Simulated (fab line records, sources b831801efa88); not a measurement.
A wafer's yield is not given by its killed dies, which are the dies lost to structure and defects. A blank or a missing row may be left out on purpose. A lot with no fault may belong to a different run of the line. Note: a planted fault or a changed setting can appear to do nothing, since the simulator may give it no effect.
One fault seen from 2 desks || flow gf180mcu || each desk has only its own numbers; what lay behind them comes last

## FOR THE TOOL OWNER'S DESK: litho-track-04
The tool's own readings at GF_SAB_DEVELOP_08 (develop time 60 s): means of the sampled wafers that have a number, for each lot that ran on this tool. A lot is out of limits, marked OUT, if its mean lies more than 4 standard deviations from the usual mean; the brackets give that distance.
Columns: A = developer-temp-C at GF_SAB_DEVELOP_08, usual 23.00 C
{"lot": "L268", "first seen here": "day 15 13:00", "A": 22.91}
{"lot": "L273", "first seen here": "day 17 12:24", "A": 22.87}
{"lot": "L276", "first seen here": "day 18 06:36", "A": 23.04}
{"lot": "L283", "first seen here": "day 20 20:51", "A": "20.74 (-23) OUT"}
{"lot": "L284", "first seen here": "day 21 02:27", "A": "20.69 (-23) OUT"}
This desk's verdict: out of limits on L283, L284, starting with L283 at day 20 20:51 (developer-temp-C at GF_SAB_DEVELOP_08). L268, L273, L276 stayed within limits.

## AT THE METROLOGY DESK
Lot by lot, what the gauges showed, no matter which tool ran the lot: averages of those sampled wafers that carry a number. A lot is out of limits, marked OUT, if its mean lies more than 4 standard deviations from the usual mean; the brackets give that distance.
Columns: A = cd-nm at GF_SAB_CD_MEAS_09, usual 420.8 nm; B = SAB_OVL at GF_SAB_OVL_MEAS_10, usual 0.6 nm
{"lot": "L267", "first seen here": "day 14 21:16", "A": 421.7, "B": 1.8}
{"lot": "L268", "first seen here": "day 15 13:09", "A": 421.9, "B": -0.4}
{"lot": "L270", "first seen here": "day 16 06:18", "A": 423.1, "B": 2.4}
{"lot": "L271", "first seen here": "day 16 17:56", "A": 418.6, "B": 2.2}
{"lot": "L272", "first seen here": "day 17 09:34", "A": 420.6, "B": -0.9}
{"lot": "L273", "first seen here": "day 17 12:33", "A": 421.4, "B": 0.4}
{"lot": "L276", "first seen here": "day 18 06:44", "A": 422.3, "B": 0.5}
{"lot": "L282", "first seen here": "day 20 12:06", "A": 421.9, "B": -1.0}
{"lot": "L283", "first seen here": "day 20 21:00", "A": 415.2, "B": 1.3}
{"lot": "L284", "first seen here": "day 21 02:36", "A": "410.8 (-5.6) OUT", "B": 1.0}
{"lot": "L285", "first seen here": "day 21 09:44", "A": 418.1, "B": -0.1}
{"lot": "L286", "first seen here": "day 21 20:42", "A": 421.3, "B": -1.2}
{"lot": "L288", "first seen here": "day 22 12:53", "A": 422.2, "B": -1.9}
This desk's verdict: out of limits on L284, starting with L284 at day 21 02:36 (cd-nm at GF_SAB_CD_MEAS_09). L267, L268, L270, L271, L272, L273, L276, L282, L283, L285, L286, L288 stayed within limits.

## BROUGHT TOGETHER
At day 20 20:51, on L283, L284, the tool owner's desk was in a position to raise an alarm.
Metrology desk: alarm possible at day 21 02:36 on L284.
The metrology desk has L283 on record, within its limits.
Of the lots named, all ran GF_SAB_DEVELOP_08 on litho-track-04.

## WHAT THE SIMULATOR HAD INSERTED
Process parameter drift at GF_SAB_DEVELOP_08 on litho-track-04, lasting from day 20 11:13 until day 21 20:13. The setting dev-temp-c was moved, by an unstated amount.
Struck lots among those shown: L283, L284.
Counting hours from when the fault started, the first reading out of limits came at 10 for the tool owner's desk and at 15 for the metrology desk.
